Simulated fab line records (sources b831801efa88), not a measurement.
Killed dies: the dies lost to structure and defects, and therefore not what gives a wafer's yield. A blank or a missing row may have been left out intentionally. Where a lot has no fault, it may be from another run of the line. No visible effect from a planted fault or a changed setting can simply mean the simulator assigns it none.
Problem report, 8D (eight disciplines) form, completed by code -- flow gf180mcu -- the parts of the form that need people (team, actions taken, sign-off) are left out

== 1. PROBLEM STATEMENT ==
Wafers free of any fault read 299 nm (standard deviation 3.8) for CONTACT_CVD_00_THK at GF_CONTACT_THK_MEAS_01, against a mean of 148 nm on 6 wafers of 2 lots. That is -40 standard deviations from the usual mean.
The first sign was on wafer L655.1 at day 23 06:26, on film metro-01. At this step, 36 wafers from 12 lots have a number in the record. By rule, "out" or "out of limits" means more than 4 standard deviations away from the usual mean. The other wafers with a number count as sound.

== 2. WHAT IT IS, WHAT IT ISN'T ==
question,is,is not
which readings at this step,CONTACT_CVD_00_THK,-
which lots,"L655, L656","L633, L635, L636, L639, L641, L642, L643, L647, L649, L650"
which wafers of those lots,all that have a number,-
read on which gauges,film metro-01,film metro-02
when,from day 23 06:26,up to then (30 sound wafers)

== 3. THE SUSPECTS, EACH WITH WHAT RULES IT OUT ==
Counting: a tool stays on the suspect list if, at a process step up to the reading, it processed all lots that are out and no sound lot following the first of them.
- the gauge at GF_CONTACT_THK_MEAS_01 is ruled out. All the wafers that are out were read on film metro-01, but those of them that GF_CONTACT_CVD_00 has rows for are out there too, on other tools.
- hdpcvd-01 at GF_CONTACT_CVD_00 (deposits SiO2, target thk 300 nm, time 50 s): kept. It processed each lot that is out, first L655 at day 23 06:23, and no sound lot thereafter; up to then, the last sound lot it processed was L649 at day 21 02:08. Its own sih4 flow sccm readings are out on those wafers.
Left after counting: hdpcvd-01 at GF_CONTACT_CVD_00.

== 4. THE CAUSE (what the simulator had put in) ==
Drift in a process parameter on hdpcvd-01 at GF_CONTACT_CVD_00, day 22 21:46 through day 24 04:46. The setting sih4 flow sccm was moved by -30, starting from 60. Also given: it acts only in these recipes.
After counting, this tool was the only one left.

== 5. THE EFFECT CHAIN, in route order ==
Each row: a reading whose mean over the struck wafers that have a number lies more than 3 standard deviations from the usual. Readings are gone through only where the record gives a usual standard deviation; hours: the median, over the lots, of the time from a lot's start at the first step in this table giving one to that lot's start at this step; sigmas: the change measured in usual standard deviations.
hours,step,reading,usual,on struck wafers,change,sigmas
0,GF_CONTACT_CVD_00,sih4 flow sccm,59.97 sccm,29.93,-30.04,-99 or more
0,GF_CONTACT_THK_MEAS_01,CONTACT_CVD_00_THK,299 nm,148,-151,-40
-,GF_CONTACT_ETCH_17,oes product au,0.814 a.u.,0.736,-0.078,-17
Process steps it contains:
- GF_CONTACT_CVD_00: deposits SiO2, target thk 300 nm, time 50 s.
- GF_CONTACT_ETCH_17: etches SiO2 in C4F8/O2/Ar, stops on CoSi2, target depth 860 nm.

== 6. HOW IT WOULD HAVE BEEN CAUGHT EARLIER ==
9 hours passed between the start of the fault at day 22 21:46 and the first reading out of limits at a measuring or inspecting step in this record, taken at day 23 06:26.
Tool's own readings at GF_CONTACT_CVD_00, sih4 flow sccm: out on all struck wafers the step has rows for; an alarm limit on them would have tripped on the first.
Lots out: 2; of these, L656 started GF_CONTACT_CVD_00 on hdpcvd-01 after day 23 06:26. It would have been spared by a hold on the tool at that moment.
